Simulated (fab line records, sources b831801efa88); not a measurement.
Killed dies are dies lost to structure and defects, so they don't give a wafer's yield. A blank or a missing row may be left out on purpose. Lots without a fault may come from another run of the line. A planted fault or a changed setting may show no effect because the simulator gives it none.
Chamber matching | flow gf180mcu | GF_V5_CMP_04 on cmp-01: 4 sister chambers
The step polishes SiO2. 8 wafers are shown with their chamber, then 12 later ones without.

WAFERS WITH THEIR CHAMBER
wafer  | chamber | motor_current_A (A)
L084.2 | 1       | 12.6
L087.5 | 1       | 12.7
L090.3 | 0       | 9.7
L091.1 | 2       | 12.3
L091.3 | 0       | 10.1
L092.3 | 2       | 11.7
L092.4 | 3       | 9.3
L092.6 | 3       | 10.4

WAFERS WITHOUT THEIR CHAMBER
wafer  | motor_current_A (A)
L093.2 | 12.6
L093.3 | 10.2
L093.4 | 10.0
L094.2 | 9.8
L094.5 | 9.9
L094.6 | 10.2
L095.1 | 12.1
L095.3 | 9.6
L095.5 | 10.4
L097.3 | 9.7
L097.4 | 9.8
L097.5 | 9.9

WHICH CHAMBER EACH WENT THROUGH
wafer  | from the rows above     | in truth
L093.2 | can't be placed: 1 or 2 | 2
L093.3 | can't be placed: 0 or 3 | 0
L093.4 | can't be placed: 0 or 3 | 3
L094.2 | can't be placed: 3 or 0 | 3
L094.5 | can't be placed: 0 or 3 | 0
L094.6 | can't be placed: 0 or 3 | 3
L095.1 | can't be placed: 2 or 1 | 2
L095.3 | can't be placed: 3 or 0 | 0
L095.5 | can't be placed: 0 or 3 | 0
L097.3 | can't be placed: 3 or 0 | 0
L097.4 | can't be placed: 3 or 0 | 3
L097.5 | can't be placed: 0 or 3 | 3
Placed correctly: 0 of 12. Can't be placed from these rows: 12 (the true chamber is among the candidates in 12). Placed wrongly: 0.
How it was worked out, from the rows above alone: a wafer's distance from a chamber is the root of the sum, over the readings, of the square of ((its reading less the chamber's mean) divided by the reading's scatter). The wafer belongs to the nearest chamber; if the next one is less than 2 further off, it can't be placed. A chamber's mean is the mean of its shown wafers. The scatter: the root of (the sum of the squares of (reading less its chamber's mean) over the shown wafers, divided by (wafers less chambers)).
